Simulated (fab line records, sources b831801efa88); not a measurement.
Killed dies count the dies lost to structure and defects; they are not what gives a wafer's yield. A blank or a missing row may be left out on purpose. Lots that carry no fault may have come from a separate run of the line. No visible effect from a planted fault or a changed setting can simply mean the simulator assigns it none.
Which tool did it? + flow sky130 + 11 lots, 33 wafers sampled, at 5 steps of a route of 708

WHAT EACH GAUGE READ, for each wafer
SKY_CONTACT_RS_MEAS_25: measures by four-point-probe.
| lot  | measured     | on            | CONTACT_W_RS (ohm/sq)               |
|------|--------------|---------------|-------------------------------------|
| L516 | day 32 01:43 | film_metro-02 | 0.340 0.328 0.324                   |
| L517 | day 32 17:46 | film_metro-03 | 0.328 0.342 0.341                   |
| L519 | day 33 05:22 | film_metro-02 | 0.341 0.345 0.326                   |
| L520 | day 33 18:32 | film_metro-04 | 0.338 0.336 0.336                   |
| L521 | day 33 19:34 | film_metro-04 | 0.339 0.338 0.341                   |
| L522 | day 34 16:01 | film_metro-04 | 0.335 0.324 0.335                   |
| L525 | day 35 04:52 | film_metro-04 | 0.324 0.342 0.325                   |
| L532 | day 37 01:49 | film_metro-02 | 0.340 0.336 0.339                   |
| L533 | day 37 01:58 | film_metro-04 | 0.198 0.325 0.199 0.198 0.325 0.199 |
| L535 | day 37 22:58 | film_metro-03 | 0.341 0.340 0.338                   |
| L539 | day 39 03:16 | film_metro-03 | 0.336 0.336 0.339                   |

SKY_VIA1_BOW_MEAS_03.
| lot  | measured     | on            | VIA1_BOW (um) |
|------|--------------|---------------|---------------|
| L516 | day 33 07:43 | film_metro-04 | 80 87 68      |
| L517 | day 33 22:00 | film_metro-04 | 87 80 73      |
| L519 | day 34 10:25 | film_metro-02 | 77 76 81      |
| L520 | day 34 23:20 | film_metro-04 | 79 83 90      |
| L521 | day 35 00:06 | film_metro-02 | 84 85 80      |
| L522 | day 35 20:47 | film_metro-01 | 93 81 83      |
| L525 | day 36 09:58 | film_metro-02 | 75 76 84      |
| L532 | day 38 06:27 | film_metro-04 | 61 71 83      |
| L533 | day 38 06:35 | film_metro-01 | 92 87 80      |
| L535 | day 39 02:36 | film_metro-04 | 84 80 86      |
| L539 | day 40 05:37 | film_metro-04 | 82 83 81      |

EACH LOT AND THE TOOL THAT RAN IT (in order: tool; ch and the chambers of the sampled wafers; start)
| lot  | SKY_CONTACT_CVD_24            | SKY_CONTACT_CMP_27            | SKY_METAL1_ETCH_18                |
|------|-------------------------------|-------------------------------|-----------------------------------|
| L516 | cvd_w-01 ch 0,1, day 32 01:36 | cmp-01 ch 1,2,3, day 32 01:53 | rie_metal-04 ch 0,1, day 33 06:30 |
| L517 | cvd_w-01 ch 0,1, day 32 17:40 | cmp-02 ch 0,1,2, day 32 17:57 | rie_metal-04 ch 0,1, day 33 20:45 |
| L519 | cvd_w-01 ch 0,1, day 33 05:13 | cmp-01 ch 2,3, day 33 05:29   | rie_metal-01 ch 0,1, day 34 09:04 |
| L520 | cvd_w-02 ch 0,1, day 33 18:24 | cmp-01 ch 1,2,3, day 33 18:41 | rie_metal-03 ch 1, day 34 21:58   |
| L521 | cvd_w-02 ch 0,1, day 33 19:28 | cmp-01 ch 0,1,2, day 33 19:51 | rie_metal-01 ch 0, day 34 22:44   |
| L522 | cvd_w-01 ch 0,1, day 34 15:54 | cmp-02 ch 0,2,3, day 34 16:09 | rie_metal-03 ch 0,1, day 35 19:32 |
| L525 | cvd_w-01 ch 0,1, day 35 04:46 | cmp-02 ch 0,1, day 35 05:01   | rie_metal-01 ch 0,1, day 36 08:41 |
| L532 | cvd_w-02 ch 0,1, day 37 01:43 | cmp-02 ch 0,1, day 37 02:00   | rie_metal-01 ch 0,1, day 38 05:10 |
| L533 | cvd_w-01 ch 0,1, day 37 01:52 | cmp-01 ch 2,3, day 37 07:46   | rie_metal-03 ch 0,1, day 38 05:18 |
| L535 | cvd_w-02 ch 0,1, day 37 22:52 | cmp-02 ch 0,1,3, day 37 23:15 | rie_metal-01 ch 1, day 39 01:13   |
| L539 | cvd_w-02 ch 0,1, day 39 03:09 | cmp-02 ch 0,1,2, day 39 03:40 | rie_metal-04 ch 1, day 40 04:24   |
- SKY_CONTACT_CVD_24: deposits W, target thk 340 nm, time 102.12 s.
- SKY_CONTACT_CMP_27: polishes, stops on SiO2, t overpolish 15 s, target thk 0 nm.
- SKY_METAL1_ETCH_18: etches BARC in N2/H2, stops on SiO2, time 45.9 s, target depth 60 nm.

AS READ BY THE TOOLS THEMSELVES (means over the sampled wafers that have a number; for cases with no such wafer, the mark the record gives instead)
SKY_CONTACT_CVD_24.
| lot  | tool     | chamber_pressure_Torr (Torr) | heater_power_w (W) |
|------|----------|------------------------------|--------------------|
| L516 | cvd_w-01 | 40.04                        | 856                |
| L517 | cvd_w-01 | 39.92                        | 836                |
| L519 | cvd_w-01 | 39.94                        | 831                |
| L520 | cvd_w-02 | 40.08                        | 769                |
| L521 | cvd_w-02 | 39.99                        | 774                |
| L522 | cvd_w-01 | 40.02                        | 835                |
| L525 | cvd_w-01 | 39.95                        | 876                |
| L532 | cvd_w-02 | 39.98                        | 791                |
| L533 | cvd_w-01 | 39.98                        | 839                |
| L535 | cvd_w-02 | 40.11                        | 781                |
| L539 | cvd_w-02 | 40.07                        | 793                |

SKY_CONTACT_CMP_27.
| lot  | tool   | motor_current_A (A) | platen_rpm (rpm) | time_to_endpoint_s (s) |
|------|--------|---------------------|------------------|------------------------|
| L516 | cmp-01 | 10.4                | 59.96            | 83                     |
| L517 | cmp-02 | 11.6                | 59.97            | 82                     |
| L519 | cmp-01 | 9.3                 | 60.04            | 86                     |
| L520 | cmp-01 | 10.2                | 60.03            | 83                     |
| L521 | cmp-01 | 10.8                | 60.02            | 76                     |
| L522 | cmp-02 | 10.8                | 60.01            | 82                     |
| L525 | cmp-02 | 11.5                | 59.97            | 84                     |
| L532 | cmp-02 | 11.3                | 59.95            | 85                     |
| L533 | cmp-01 | 9.2                 | 60.02            | 119                    |
| L535 | cmp-02 | 10.9                | 60.01            | 84                     |
| L539 | cmp-02 | 11.3                | 60.02            | 81                     |

SKY_METAL1_ETCH_18.
| lot  | tool         | drypump_motor_current_A (A) | h2_flow_sccm (sccm) | oes_product_au (a.u.) | throttle_valve_pct (%) |
|------|--------------|-----------------------------|---------------------|-----------------------|------------------------|
| L516 | rie_metal-04 | 5.1                         | 200.6               | 0.855                 | 13.213                 |
| L517 | rie_metal-04 | 5.1                         | 199.8               | 0.856                 | 13.215                 |
| L519 | rie_metal-01 | 6.3                         | 200.2               | 0.852                 | 13.224                 |
| L520 | rie_metal-03 | 5.2                         | 200.2               | 0.856                 | 13.223                 |
| L521 | rie_metal-01 | 6.5                         | 199.1               | 0.852                 | 13.225                 |
| L522 | rie_metal-03 | 6.0                         | 200.5               | 0.856                 | 13.230                 |
| L525 | rie_metal-01 | 6.4                         | 200.4               | 0.852                 | 13.225                 |
| L532 | rie_metal-01 | 6.3                         | 200.3               | 0.851                 | 13.223                 |
| L533 | rie_metal-03 | 5.6                         | 200.4               | 0.855                 | 13.217                 |
| L535 | rie_metal-01 | 6.2                         | 199.7               | 0.854                 | 13.225                 |
| L539 | rie_metal-04 | 5.2                         | 200.4               | 0.855                 | 13.233                 |

THE ANSWER, worked out from the rows above alone
Rule: the lots themselves supply what counts as usual. Put in order of their means at a reading, lots are off if they are a third of the lots or fewer, leave a main group of 4 or more, and stand apart from it by a gap of 3 or more times the standard deviation of the main group's means; of several such gaps the widest counts. Not used: any main group whose means are identical at the precision the tables above print for the reading. Also off: a lot with no number at a reading for which 4 or more lots have one. Any other lot the step has rows for is counted as sound. The gauges are gone through in route order, then the tools' own readings, and for those a lot's mean is taken as printed above. At the first step where some lot is off, the reading lying furthest off is the one used; lots without a number count as furthest.
Off: L533, seen at SKY_CONTACT_RS_MEAS_25 (CONTACT_W_RS). The main group has a mean of 0.336 ohm/sq with a standard deviation of 0.0034.
If a tool, at a process step before that reading, ran all the lots that are off and no sound lot after the first of them, it fits. The gauges at SKY_CONTACT_RS_MEAS_25 aren't tried: what is off there is off at SKY_CONTACT_CMP_27 too, on other tools, and a gauge's error can't cause that. One candidate fits, namely cvd_w-01 at SKY_CONTACT_CVD_24. A fault onset in the window from L525 (day 35 04:46, its last sound lot) to L533 (day 37 01:52, its first lot off) fits.

WHAT HAD BEEN PUT IN BY THE SIMULATOR
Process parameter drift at SKY_CONTACT_CVD_24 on cvd_w-01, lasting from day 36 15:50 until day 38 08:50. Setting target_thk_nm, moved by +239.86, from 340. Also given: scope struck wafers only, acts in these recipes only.
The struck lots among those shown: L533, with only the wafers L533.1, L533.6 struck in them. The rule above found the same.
